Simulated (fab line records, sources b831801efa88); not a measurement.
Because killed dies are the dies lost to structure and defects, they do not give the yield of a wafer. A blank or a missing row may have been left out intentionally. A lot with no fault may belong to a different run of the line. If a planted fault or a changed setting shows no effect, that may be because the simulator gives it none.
fab line records	flow gf180mcu
[record] lots = 6	wafers = 18	last-day = 34
route steps=602 shown STI@24 DNWELL@32 NWELL@42
lots that met no fault: from a run of the same line without faults
start-h: start of the lot's first displayed wafer, in hours after the record's first day	wait-h: how many hours have passed since the lot's step before this one	" the same as in the row above	L1.1+2: one row covering several wafers at once	- no value, or no start was given	* or withheld: withheld	< > ~ a bound
route shown NAME@n: NAME is a module with steps in the file, n the number in the route of the first one	usual: mean and standard deviation over wafers with no fault	same: alike in all rows	chamber/n: place in a boat	sites: each site's reading	_std_site: the standard deviation of these	_edge_site: outer sites' mean less inner sites'	radius-mm: how far each site lies from the wafer's centre	mask NAME#n: copy n	behind: the last tool/chamber to shape the wafer	hold: why the lot went on hold/how many hours it stayed there/how the hold came to an end	device: the n, p or np transistor that did not switch	end of line: the same wafers' tests at the end of the route	a step given without rows: its recipe and nothing more	killed: at the first sort, the dies lost to defects and structure; wafer yield is something else	map: dies across one wafer; x = killed, . = not, _ = none there
set.NAME: setting as actually run; set.NAME@STEP: the setting as run at that earlier step	model.NAME: the simulator's own value behind a step, which no gauge read
a table for each step, a row for each wafer; lots at some steps of the route
services: when a tool's chamber went out of use (start-h, in hours from the record's first day, below 0 if earlier), for how many hours, and the reason
[[steps]]
[step GF_STI_CVD_23]
[recipe] material = SiO2	target-thk-nm = 650	sigma-open-frac = 0.3	time-s = 108.3	temp-c = 600	sih4-flow-sccm = 60	pressure-mtorr = 6
[step GF_STI_THK_MEAS_24]
[recipe] reads = SiO2_of_STI_CVD_23
[usual] STI_CVD_23_THK = 654/6.4
lot.wafer	tool	chamber	start-h	wait-h	STI_CVD_23_THK[nm]
L278.2	film-metro-01	-	68.92	0.0	648
L278.5	"	-	"	"	652
L278.6	"	-	"	"	650
L283.2	film-metro-01	-	94.86	0.0	659
L283.5	"	-	"	"	657
L283.6	"	-	"	"	650
L286.1	film-metro-03	-	110.21	0.0	653
L286.2	"	-	"	"	637
L286.6	"	-	"	"	640
L287.1	film-metro-01	-	116.33	0.0	652
L287.2	"	-	"	"	657
L287.5	"	-	"	"	654
L291.1	film-metro-03	-	135.64	0.0	661
L291.2	"	-	"	"	650
L291.3	"	-	"	"	662
L293.4	film-metro-01	-	146.01	0.0	647
L293.5	"	-	"	"	660
L293.6	"	-	"	"	658
[step GF_STI_CMP_25]
[recipe] stop-on = Si3N4	t-overpolish-s = 33	down-force-psi = 4	platen-rpm = 60	target-thk-nm = 524.6	pad-velocity-m-s = 0.94248
[usual] motor-current-A = 11.4/0.98	overpolish-run-s = 33.002/0.0094	time-to-endpoint-s = 121/4.3
lot.wafer	tool	chamber	start-h	wait-h	motor-current-A	overpolish-run-s	time-to-endpoint-s
L278.2	cmp-02	1	69.12	0.2	13.7	32.986	125
L278.6	"	2	"	"	11.3	33.005	120
L278.5	"	3	"	"	11.5	33.005	121
L283.2	cmp-01	3	95.06	0.2	11.9	32.995	122
L283.6	"	0	"	"	10.2	32.991	119
L283.5	"	1	"	"	10.9	32.999	119
L286.1	cmp-02	2	110.32	0.1	11.5	33.006	117
L286.2	"	0	"	"	12.1	32.992	117
L286.6	"	1	"	"	13.0	33.004	114
L287.1	cmp-01	1	116.50	0.2	11.6	33.001	120
L287.2	"	2	"	"	10.6	33.010	127
L287.5	"	1	"	"	11.8	32.993	122
L291.1	cmp-02	1	135.70	0.1	13.5	32.999	125
L291.2	"	2	"	"	11.0	33.005	126
L291.3	"	0	"	"	12.0	33.011	133
L293.4	cmp-01	1	146.14	0.1	12.1	32.985	120
L293.6	"	3	"	"	11.7	33.013	119
L293.5	"	0	"	"	10.0	32.995	119
[step GF_STI_WET_ETCH_26]
[recipe] chemistry = dHF	target-depth-nm = 94	target = SiO2	temp-c = 25	dilution = 10:1	time-s = 188
[step GF_STI_WET_ETCH_27]
[recipe] chemistry = H3PO4	target-depth-nm = 160	target = Si3N4	temp-c = 160	time-s = 1825
[step GF_STI_WET_ETCH_28]
[recipe] chemistry = dHF	target-depth-nm = 20	dry = ipa-marangoni	target = SiO2	temp-c = 25	dilution = 10:1	time-s = 40
[step GF_STI_OXIDATION_29]
[recipe] temp-c = 900	ambient = O2	stabilise-s = 600	purge-s = 300	target-thk-a = 100	ox-time-s = 1418
[step GF_STI_THK_MEAS_30]
[recipe] reads = SiO2_of_STI_OXIDATION_29
[usual] STI_OXIDATION_02_THK = 10.02/0.17
lot.wafer	tool	chamber	start-h	wait-h	STI_OXIDATION_02_THK[nm]
L278.2	film-metro-02	-	71.32	0.0	9.95
L278.5	"	-	"	"	9.90
L278.6	"	-	"	"	10.18
L283.2	film-metro-02	-	97.67	0.0	9.97
L283.5	"	-	"	"	9.93
L283.6	"	-	"	"	9.89
L286.1	film-metro-03	-	112.91	0.0	10.02
L286.2	"	-	"	"	9.95
L286.6	"	-	"	"	10.01
L287.1	film-metro-02	-	118.81	0.0	9.91
L287.2	"	-	"	"	9.96
L287.5	"	-	"	"	9.93
L291.1	film-metro-03	-	138.00	0.0	9.97
L291.2	"	-	"	"	10.32
L291.3	"	-	"	"	10.17
L293.4	film-metro-03	-	148.36	0.0	9.96
L293.5	"	-	"	"	9.96
L293.6	"	-	"	"	9.95
[step GF_DNWELL_DEHYDRATE_00]
[recipe] temp-c = 200	time-s = 60
[step GF_DNWELL_HMDS_01]
[recipe] prime-time-s = 60	prime-temp-c = 120
[step GF_DNWELL_COAT_02]
[recipe] spin-rpm = 2000	resist-thk-nm = 3000
[step GF_DNWELL_SOFTBAKE_03]
[recipe] temp-c = 110	time-s = withheld
[step GF_DNWELL_EXPOSE_04]
[recipe] mask-id = DNWELL	target-cd-nm = 1700	na = 0.6	source-shape = conventional	sigma-outer = 0.6	dose-mj = 265.4
[usual] exposure-dose-mJ-cm2 = 265.40/0.26	focus-offset-nm = -0.1/0.51	na = 0.6/0	stage-vel-mm-s = 499.99/0.28
lot.wafer	tool	chamber	start-h	wait-h	mask	exposure-dose-mJ-cm2	focus-offset-nm	na	stage-vel-mm-s
L278.2	iline-stepper-02	0	78.34	-	DNWELL#0	265.02	-0.2	0.6	499.58
L278.5	"	0	"	"	DNWELL#0	265.32	0.2	0.6	499.22
L278.6	"	0	"	"	DNWELL#0	265.38	0.0	0.6	499.52
L283.2	iline-stepper-01	0	105.14	-	DNWELL#0	265.86	-0.1	0.6	500.24
L283.5	"	0	"	"	DNWELL#0	265.77	0.2	0.6	500.02
L283.6	"	0	"	"	DNWELL#0	265.30	0.3	0.6	499.79
L286.1	iline-stepper-01	-	120.64	-	DNWELL#0	-	-	-	-
L286.2	"	-	"	"	DNWELL#0	-	-	-	-
L286.6	"	-	"	"	DNWELL#0	-	-	-	-
L287.1	iline-stepper-02	-	126.37	-	DNWELL#0	-	-	-	-
L287.2	"	-	"	"	DNWELL#0	-	-	-	-
L287.5	"	-	"	"	DNWELL#0	-	-	-	-
L291.1	iline-stepper-01	0	145.54	-	DNWELL#0	265.54	0.8	0.6	500.08
L291.2	"	0	"	"	DNWELL#0	265.30	0.7	0.6	499.80
L291.3	"	0	"	"	DNWELL#0	265.78	0.3	0.6	499.85
L293.4	iline-stepper-02	0	156.65	-	DNWELL#0	265.53	0.6	0.6	500.16
L293.5	"	0	"	"	DNWELL#0	265.56	0.6	0.6	500.18
L293.6	"	0	"	"	DNWELL#0	265.09	-0.1	0.6	500.03
[step GF_DNWELL_PEB_05]
[recipe] temp-c = 115	time-s = withheld
[step GF_DNWELL_DEVELOP_06]
[recipe] wall-angle-deg = 90	develop-time-s = 60	dev-temp-c = 23
[step GF_DNWELL_IMPLANT_07]
[recipe] species = P	energy-kev = 1500	dose-cm2 = 1e+13	tilt-deg = 0
[step GF_DNWELL_STRIP_08]
[recipe] chemistry = O2/N2	power-w = 1400	pressure-mtorr = 1500	platen-temp-c = 250	o2-flow-sccm = 3000	n2-flow-sccm = 300	overash-fraction = 0.5
[usual] drypump-motor-current-A = 5.72/0.25	heater-power-w = 306/26	oes-product-au = 0.723/0.0051	strip-time-to-endpoint-s = 36.96/0.11
lot.wafer	tool	chamber	start-h	wait-h	drypump-motor-current-A	heater-power-w	oes-product-au	rf-hours-counter-h	strip-time-to-endpoint-s
L278.2	plasma-asher-01	0	84.89	0.1	5.86	273	0.727	30	36.94
L278.5	"	1	"	"	5.42	299	0.722	-	36.98
L278.6	"	0	"	"	5.87	270	0.714	-	36.98
L283.2	plasma-asher-01	0	112.19	0.1	5.86	270	0.719	33	36.99
L283.5	"	0	"	"	5.86	268	0.721	-	36.92
L283.6	"	1	"	"	5.41	297	0.723	-	36.84
L286.1	plasma-asher-01	0	128.04	0.1	5.85	270	0.729	34	36.85
L286.2	"	1	"	"	5.39	305	0.724	34	36.84
L286.6	"	0	"	"	5.83	277	0.725	-	36.85
L287.1	plasma-asher-01	1	134.38	0.1	5.41	306	0.727	35	36.83
L287.2	"	0	"	"	5.82	279	0.723	35	37.01
L287.5	"	0	"	"	5.85	272	0.728	-	36.93
L291.1	plasma-asher-01	0	154.09	0.1	5.85	276	0.717	37	36.98
L291.2	"	1	"	"	5.41	306	0.720	37	36.96
L291.3	"	0	"	"	5.84	268	0.726	-	36.91
L293.4	plasma-asher-03	1	164.43	0.1	5.17	324	0.716	-	37.10
L293.5	"	1	"	"	5.19	335	0.731	-	37.05
L293.6	"	0	"	"	6.24	354	0.715	-	37.19
[step GF_DNWELL_TW_MEAS_09]
[usual] DNWELL_TW = 1349/15
lot.wafer	tool	chamber	start-h	wait-h	DNWELL_TW
L278.2	film-metro-04	-	85.00	0.1	1324
L278.5	"	-	"	"	1328
L278.6	"	-	"	"	1324
L283.2	film-metro-03	-	112.30	0.1	1357
L283.5	"	-	"	"	1352
L283.6	"	-	"	"	1357
L286.1	film-metro-02	-	128.14	0.1	31
L286.2	"	-	"	"	31
L286.6	"	-	"	"	31
L287.1	film-metro-02	-	134.48	0.1	31
L287.2	"	-	"	"	31
L287.5	"	-	"	"	31
L291.1	film-metro-03	-	154.19	0.1	1363
L291.2	"	-	"	"	1363
L291.3	"	-	"	"	1362
L293.4	film-metro-03	-	164.52	0.1	1359
L293.5	"	-	"	"	1345
L293.6	"	-	"	"	1353
[step GF_NWELL_DEHYDRATE_00]
[recipe] temp-c = 200	time-s = 60
[[services]]
tool	chamber	start-h	hours	kind
cmp-02	-	64.14	4.0	pm
cmp-02	-	68.14	-	consumable-replace:conditioner
cmp-02	-	68.14	-	consumable-replace:pad
iline-stepper-02	-	78.47	1.7	pm
iline-stepper-01	-	99.52	1.7	pm
plasma-asher-03	-	108.75	9.0	pm
plasma-asher-03	0	108.75	9.0	vent-cycle
plasma-asher-03	1	108.75	9.0	vent-cycle
plasma-asher-03	0	117.75	-	clean
plasma-asher-03	1	117.75	-	clean
iline-stepper-01	0	123.43	-	calibration
cmp-01	-	131.96	7.8	pm
iline-stepper-01	-	133.09	2.1	pm
iline-stepper-01	-	135.17	-	consumable-replace:lamp
cmp-02	-	144.56	5.3	repair
[[key]]
[first-sign] step = GF_DNWELL_EXPOSE_04	reading = tool-record	direction = missing
[effect] step = GF_DNWELL_TW_MEAS_09	reading = DNWELL_TW	direction = down	sigmas = 90	usual = 1349	struck = 31
met-at GF_DNWELL_EXPOSE_04
struck-wafers L286.1,L286.2,L286.6,L287.1,L287.2,L287.5
sort-left-out L286.1,L286.2,L286.6,L287.1,L287.2,L287.5
tester-left-out L286,L287
onset-between 105.14 120.64
[fault] kind = skipped-step-whole	tool = iline-stepper-01,iline-stepper-02	chamber = -	onset-h = 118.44	steps = GF_DNWELL_EXPOSE_04	scope = struck-lots-only
// tester-left-out: of these lots the tester's yield and bins aren't shown, on N5 and GAA mostly nor the transistor test; their killed dies are dies lost to structure and defects alone, not to doping, threshold or leakage, so they don't give the yield
// sort-left-out: the simulated sort isn't trusted on such a fault, so these wafers' sort isn't shown, and their yield isn't known
